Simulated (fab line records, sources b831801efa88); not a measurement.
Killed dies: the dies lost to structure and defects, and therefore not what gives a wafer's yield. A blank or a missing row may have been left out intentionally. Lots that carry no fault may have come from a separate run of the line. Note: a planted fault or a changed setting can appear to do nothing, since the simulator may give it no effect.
Problem report, 8D (eight disciplines) form, completed by code ; flow sky130 ; the parts of the form that need people (team, actions taken, sign-off) are left out

1. THE PROBLEM
CONTACT_CVD_00_THK at SKY_CONTACT_THK_MEAS_01 reads a mean of 71.4 nm on 1 wafer of 1 lot; wafers without a fault read 75.1 nm with a standard deviation of 0.91. That is -4.1 standard deviations from the usual mean.
First seen on wafer L599.2, day 36 05:56, on filmMetro-01. At this step, 36 wafers from 12 lots have a number in the record. Rule for "out", or "out of limits": more than 4 standard deviations from the usual mean. Any other wafer with a number is counted as sound.

2. WHAT IT IS, WHAT IT ISN'T
question;is;is not
which readings at this step;CONTACT_CVD_00_THK;-
which lots;L599;L582, L583, L586, L587, L588, L589, L590, L592, L593, L603, L604
which wafers of those lots;L599.2;L599.1, L599.5
read on which gauges;filmMetro-01;filmMetro-02, filmMetro-04
when;from day 36 05:56;"up to then (29 sound wafers); but 6 sound wafers of L603, L604 came after"

3. WHAT RULES OUT EACH SUSPECT
Counting: a tool at a process step up to the reading stays a suspect if it ran every lot that is out. Sound lots after the first of them don't rule it out here, since some wafers of a struck lot are sound.
- ruled out: the gauge at SKY_CONTACT_THK_MEAS_01. All the wafers that are out were read on filmMetro-01, but those of them that SKY_CONTACT_CVD_00 has rows for are out there too, on other tools.
- cvdW-01 at SKY_LI_CONTACT_CVD_21 (deposits W, target thk 400 nm, time 120.56 s): kept. It processed L599, the lot that is out, at day 35 02:17, and its most recent sound lot before then was L592 at day 33 03:10.
- plasmaAsher-02 at SKY_LOCAL_INTERCONNECT_STRIP_15 (strips in O2/N2): kept. It processed L599, the lot that is out, at day 36 05:19, and its most recent sound lot before then was L592 at day 34 07:20.
- pecvd-04 at SKY_CONTACT_CVD_00 (deposits Si3N4, target thk 75 nm): kept. It processed L599, the lot that is out, at day 36 05:55, and its most recent sound lot before then was L593 at day 34 07:30. Out on those wafers are its own readings of rfFwdPowerW.
- Within pecvd-04 at SKY_CONTACT_CVD_00, the wafers that are out were processed in chamber 0 and their sound lot-mates in chamber 1.
Left after counting: cvdW-01 at SKY_LI_CONTACT_CVD_21, plasmaAsher-02 at SKY_LOCAL_INTERCONNECT_STRIP_15, pecvd-04 at SKY_CONTACT_CVD_00.

4. THE CAUSE (what the simulator had put in)
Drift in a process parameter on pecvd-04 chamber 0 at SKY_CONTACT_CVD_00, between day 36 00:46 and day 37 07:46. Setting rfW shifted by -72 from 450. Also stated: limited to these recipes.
Counting left 3 suspects, and this tool is among them.

5. SEQUENCE OF EFFECTS, ordered by route
One row per reading whose mean, taken over the struck wafers that have a number, lies over 3 standard deviations from the usual. Only readings whose record carries a usual standard deviation are examined. hours: median over the lots of the time between each lot's start at the first step of this table that gives one and its start at this step. sigmas: the change, counted in usual standard deviations.
hours;step;reading;usual;on struck wafers;change;sigmas
0;SKY_CONTACT_CVD_00;rfFwdPowerW;444.9 W;369.3;-75.6;-50
0;SKY_CONTACT_THK_MEAS_01;CONTACT_CVD_00_THK;75.1 nm;71.4;-3.7;-4.1
The process steps in it:
- SKY_CONTACT_CVD_00: deposits Si3N4, target thk 75 nm.

6. HOW IT WOULD HAVE BEEN CAUGHT EARLIER
In this record the first reading out of limits at a measuring or inspecting step was taken at day 36 05:56, 5 hours after the fault began at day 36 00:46.
The tool's own readings at SKY_CONTACT_CVD_00 were out on every struck wafer that the step has a row for (rfFwdPowerW): an alarm limit on them would have fired on the first of those.
By day 36 05:56, every lot that is out (1) had started SKY_CONTACT_CVD_00 on pecvd-04. None of them would have been spared by holding the tool at that moment.
